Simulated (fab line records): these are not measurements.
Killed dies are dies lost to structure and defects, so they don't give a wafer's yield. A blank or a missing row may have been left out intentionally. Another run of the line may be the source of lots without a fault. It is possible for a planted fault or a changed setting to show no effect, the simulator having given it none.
What tool caused it? / flow sky130 / 11 lots with 33 wafers sampled at 6 steps, on a route of 708 steps

WHAT THE GAUGES SHOWED, per wafer
SKY_SONOS_ONO_THK_MEAS_01. Usual: for SONOS_ONO_OXIDATION_THK the level is 2.62 nm and the standard deviation is 0.06.
lot=L766; measured=day 11 09:08; on=film metro-01; SONOS_ONO_OXIDATION_THK (nm)=2.51 2.51 2.57; flag=
lot=L768; measured=day 12 02:40; on=film metro-02; SONOS_ONO_OXIDATION_THK (nm)=2.65 2.50 2.62; flag=
lot=L770; measured=day 12 19:20; on=film metro-02; SONOS_ONO_OXIDATION_THK (nm)=2.65 2.59 2.66; flag=
lot=L771; measured=day 13 03:38; on=film metro-02; SONOS_ONO_OXIDATION_THK (nm)=2.65 2.66 2.58; flag=
lot=L772; measured=day 13 09:59; on=film metro-02; SONOS_ONO_OXIDATION_THK (nm)=2.71 2.60 2.66; flag=
lot=L773; measured=day 13 16:58; on=film metro-01; SONOS_ONO_OXIDATION_THK (nm)=2.73 2.65 2.67; flag=
lot=L775; measured=day 14 07:22; on=film metro-02; SONOS_ONO_OXIDATION_THK (nm)=2.67 2.67 2.60; flag=
lot=L781; measured=day 16 08:23; on=film metro-02; SONOS_ONO_OXIDATION_THK (nm)=2.49 2.51 2.65; flag=
lot=L782; measured=day 16 16:19; on=film metro-01; SONOS_ONO_OXIDATION_THK (nm)=2.59 2.67 2.60; flag=
lot=L788; measured=day 18 17:38; on=film metro-02; SONOS_ONO_OXIDATION_THK (nm)=2.66 2.65 2.68; flag=
lot=L789; measured=day 19 03:14; on=film metro-04; SONOS_ONO_OXIDATION_THK (nm)=2.53 2.57 2.58; flag=

SKY_LDD_N_TW_MEAS_17. Usual: for LDD_N_TW the level is 2583 and the standard deviation is 19.
lot=L766; measured=day 17 14:01; on=film metro-04; LDD_N_TW=2562 2576 2565; flag=
lot=L768; measured=day 18 14:22; on=film metro-04; LDD_N_TW=2561 2569 2567; flag=
lot=L770; measured=day 19 12:34; on=film metro-01; LDD_N_TW=2610 2621 2614; flag=
lot=L771; measured=day 19 18:16; on=film metro-01; LDD_N_TW=2625 2615 2624; flag=
lot=L772; measured=day 19 21:03; on=film metro-04; LDD_N_TW=2577 2577 2581; flag=
lot=L773; measured=day 20 07:25; on=film metro-01; LDD_N_TW=2611 2599 2604; flag=
lot=L775; measured=day 21 02:13; on=film metro-04; LDD_N_TW=2561 2568 2558; flag=
lot=L781; measured=day 23 13:09; on=film metro-01; LDD_N_TW=2718 2715 2730; flag=OFF
lot=L782; measured=day 23 15:01; on=film metro-04; LDD_N_TW=2668 2649 2676; flag=OFF
lot=L788; measured=day 25 16:23; on=film metro-02; LDD_N_TW=2587 2587 2589; flag=
lot=L789; measured=day 26 04:01; on=film metro-04; LDD_N_TW=2555 2563 2570; flag=

SKY_LDD_HVN_OVL_MEAS_07. Usual: for LDD_HVN_OVL the level is -0.2 nm and the standard deviation is 1.5.
lot=L766; measured=day 20 02:05; on=overlay-01; LDD_HVN_OVL (nm)=0.7 0.4 -0.3; flag=
lot=L768; measured=day 21 03:22; on=overlay-02; LDD_HVN_OVL (nm)=0.7 0.1 0.3; flag=
lot=L770; measured=day 22 02:58; on=overlay-02; LDD_HVN_OVL (nm)=0.0 -0.1 -0.5; flag=
lot=L771; measured=day 22 08:26; on=overlay-02; LDD_HVN_OVL (nm)=-1.2 -1.9 -2.2; flag=
lot=L772; measured=day 22 10:04; on=overlay-02; LDD_HVN_OVL (nm)=0.9 0.9 1.3; flag=
lot=L773; measured=day 22 20:43; on=overlay-01; LDD_HVN_OVL (nm)=0.4 1.5 0.3; flag=
lot=L775; measured=day 23 15:07; on=overlay-02; LDD_HVN_OVL (nm)=-1.7 -1.6 -2.3; flag=
lot=L781; measured=day 26 00:16; on=overlay-01; LDD_HVN_OVL (nm)=3.7 1.5 1.6; flag=
lot=L782; measured=day 26 02:23; on=overlay-01; LDD_HVN_OVL (nm)=0.6 -0.7 0.1; flag=
lot=L788; measured=day 28 01:21; on=overlay-02; LDD_HVN_OVL (nm)=1.5 -0.6 -1.2; flag=
lot=L789; measured=day 28 13:19; on=overlay-02; LDD_HVN_OVL (nm)=0.5 -0.3 -0.8; flag=

WHAT TOOL EACH LOT RAN ON (gives the tool, then ch and the chambers of the sampled wafers, and finally the start)
lot=L766; SKY_GATE_OXIDE_STRIP_13=plasma asher-04 ch 0,1, day 13 18:01; SKY_LDD_N_IMPLANT_11=implanter-04 ch 0, day 17 13:10; SKY_LDD_N_STRIP_16=plasma asher-01 ch 0,1, day 17 13:55
lot=L768; SKY_GATE_OXIDE_STRIP_13=plasma asher-03 ch 0,1, day 14 11:31; SKY_LDD_N_IMPLANT_11=implanter-01 ch 0, day 18 13:31; SKY_LDD_N_STRIP_16=plasma asher-02 ch 0,1, day 18 14:16
lot=L770; SKY_GATE_OXIDE_STRIP_13=plasma asher-04 ch 0,1, day 15 05:01; SKY_LDD_N_IMPLANT_11=implanter-01 ch 0, day 19 11:43; SKY_LDD_N_STRIP_16=plasma asher-02 ch 0,1, day 19 12:28
lot=L771; SKY_GATE_OXIDE_STRIP_13=plasma asher-04 ch 0,1, day 15 13:52; SKY_LDD_N_IMPLANT_11=implanter-03 ch 0, day 19 17:25; SKY_LDD_N_STRIP_16=plasma asher-01 ch 0,1, day 19 18:10
lot=L772; SKY_GATE_OXIDE_STRIP_13=plasma asher-01 ch 0,1, day 15 20:45; SKY_LDD_N_IMPLANT_11=implanter-03 ch 0, day 19 20:12; SKY_LDD_N_STRIP_16=plasma asher-02 ch 0,1, day 19 20:57
lot=L773; SKY_GATE_OXIDE_STRIP_13=plasma asher-04 ch 1, day 16 03:07; SKY_LDD_N_IMPLANT_11=implanter-01 ch 0, day 20 06:34; SKY_LDD_N_STRIP_16=plasma asher-01 ch 0,1, day 20 07:19
lot=L775; SKY_GATE_OXIDE_STRIP_13=plasma asher-03 ch 0,1, day 16 21:16; SKY_LDD_N_IMPLANT_11=implanter-03 ch 0, day 21 01:22; SKY_LDD_N_STRIP_16=plasma asher-01 ch 0, day 21 02:07
lot=L781; SKY_GATE_OXIDE_STRIP_13=plasma asher-01 ch 0, day 19 05:57; SKY_LDD_N_IMPLANT_11=implanter-04 ch 0, day 23 12:00; SKY_LDD_N_STRIP_16=plasma asher-01 ch 1, day 23 13:02
lot=L782; SKY_GATE_OXIDE_STRIP_13=plasma asher-03 ch 0,1, day 19 11:59; SKY_LDD_N_IMPLANT_11=implanter-04 ch 0, day 23 13:50; SKY_LDD_N_STRIP_16=plasma asher-03 ch 0,1, day 23 14:51
lot=L788; SKY_GATE_OXIDE_STRIP_13=plasma asher-01 ch 0,1, day 21 13:42; SKY_LDD_N_IMPLANT_11=implanter-03 ch 0, day 25 15:34; SKY_LDD_N_STRIP_16=plasma asher-02 ch 0,1, day 25 16:17
lot=L789; SKY_GATE_OXIDE_STRIP_13=plasma asher-01 ch 1, day 21 22:36; SKY_LDD_N_IMPLANT_11=implanter-03 ch 0, day 26 03:11; SKY_LDD_N_STRIP_16=plasma asher-03 ch 0,1, day 26 03:54
- SKY_GATE_OXIDE_STRIP_13: strips in O2/N2.
- SKY_LDD_N_IMPLANT_11
- SKY_LDD_N_STRIP_16: strips in O2/N2.

AS READ BY THE TOOLS THEMSELVES (means over the sampled wafers that have a number; for cases with no such wafer, the mark the record gives instead)
SKY_GATE_OXIDE_STRIP_13. Usual: drypump motor current A 5.7 A, standard deviation 0.41; oes product au 0.716 a.u., standard deviation 0.0043; strip time to endpoint s 14.18 s, standard deviation 0.044.
lot=L766; tool=plasma asher-04; drypump motor current A (A)=5.2; oes product au (a.u.)=0.716; strip time to endpoint s (s)=14.22; flag=
lot=L768; tool=plasma asher-03; drypump motor current A (A)=5.9; oes product au (a.u.)=0.714; strip time to endpoint s (s)=14.16; flag=
lot=L770; tool=plasma asher-04; drypump motor current A (A)=5.5; oes product au (a.u.)=0.716; strip time to endpoint s (s)=14.17; flag=
lot=L771; tool=plasma asher-04; drypump motor current A (A)=5.2; oes product au (a.u.)=0.717; strip time to endpoint s (s)=14.13; flag=
lot=L772; tool=plasma asher-01; drypump motor current A (A)=5.9; oes product au (a.u.)=0.715; strip time to endpoint s (s)=14.21; flag=
lot=L773; tool=plasma asher-04; drypump motor current A (A)=5.9; oes product au (a.u.)=0.717; strip time to endpoint s (s)=14.13; flag=
lot=L775; tool=plasma asher-03; drypump motor current A (A)=5.9; oes product au (a.u.)=0.715; strip time to endpoint s (s)=14.15; flag=
lot=L781; tool=plasma asher-01; drypump motor current A (A)=5.9; oes product au (a.u.)=0.719; strip time to endpoint s (s)=14.14; flag=
lot=L782; tool=plasma asher-03; drypump motor current A (A)=5.9; oes product au (a.u.)=0.718; strip time to endpoint s (s)=14.19; flag=
lot=L788; tool=plasma asher-01; drypump motor current A (A)=5.9; oes product au (a.u.)=0.715; strip time to endpoint s (s)=14.17; flag=
lot=L789; tool=plasma asher-01; drypump motor current A (A)=6.0; oes product au (a.u.)=0.718; strip time to endpoint s (s)=14.11; flag=

SKY_LDD_N_STRIP_16. Usual: drypump motor current A 5.83 A, standard deviation 0.18; oes product au 0.407 a.u., standard deviation 0.0045; strip time to endpoint s 4.313 s, standard deviation 0.014.
lot=L766; tool=plasma asher-01; drypump motor current A (A)=5.93; oes product au (a.u.)=0.410; strip time to endpoint s (s)=4.329; flag=
lot=L768; tool=plasma asher-02; drypump motor current A (A)=5.86; oes product au (a.u.)=0.414; strip time to endpoint s (s)=4.324; flag=
lot=L770; tool=plasma asher-02; drypump motor current A (A)=5.85; oes product au (a.u.)=0.408; strip time to endpoint s (s)=4.323; flag=
lot=L771; tool=plasma asher-01; drypump motor current A (A)=5.93; oes product au (a.u.)=0.408; strip time to endpoint s (s)=4.292; flag=
lot=L772; tool=plasma asher-02; drypump motor current A (A)=5.69; oes product au (a.u.)=0.407; strip time to endpoint s (s)=4.297; flag=
lot=L773; tool=plasma asher-01; drypump motor current A (A)=5.92; oes product au (a.u.)=0.410; strip time to endpoint s (s)=4.309; flag=
lot=L775; tool=plasma asher-01; drypump motor current A (A)=5.92; oes product au (a.u.)=0.404; strip time to endpoint s (s)=4.304; flag=
lot=L781; tool=plasma asher-01; drypump motor current A (A)=5.93; oes product au (a.u.)=0.405; strip time to endpoint s (s)=4.518; flag=OFF
lot=L782; tool=plasma asher-03; drypump motor current A (A)=5.86; oes product au (a.u.)=0.403; strip time to endpoint s (s)=4.528; flag=OFF
lot=L788; tool=plasma asher-02; drypump motor current A (A)=5.83; oes product au (a.u.)=0.404; strip time to endpoint s (s)=4.320; flag=
lot=L789; tool=plasma asher-03; drypump motor current A (A)=5.74; oes product au (a.u.)=0.409; strip time to endpoint s (s)=4.297; flag=

THE ANSWER, worked out from the rows above alone
Rule: a lot counts as off when the mean over its wafers that have a number is more than 3 standard deviations away from the usual mean. A lot without any number at a reading at which 4 lots or more have one is off too. Where the step has rows for the other lots, those lots are counted as sound. After the gauges, taken in route order, come the tools' own readings; for these a lot's mean is taken, as printed above. The first step at which some lot is off is used, and at that step the reading that is off furthest; a lot without a number counts as furthest.
Off: L781, L782, seen at SKY_LDD_N_TW_MEAS_17 (LDD_N_TW).
A tool fits if, at a process step before that reading, it ran every lot that is off, and no sound lot after the first of them. The gauges at SKY_LDD_N_TW_MEAS_17 aren't tried: what is off there is off at SKY_LDD_N_STRIP_16 too, on other tools, and a gauge's error can't cause that. One candidate fits, namely implanter-04 at SKY_LDD_N_IMPLANT_11. Its last sound lot is L766 (day 17 13:10), its first lot that is off L781 (day 23 12:00): a fault that began between those two fits.

WHAT HAD BEEN PUT IN BY THE SIMULATOR
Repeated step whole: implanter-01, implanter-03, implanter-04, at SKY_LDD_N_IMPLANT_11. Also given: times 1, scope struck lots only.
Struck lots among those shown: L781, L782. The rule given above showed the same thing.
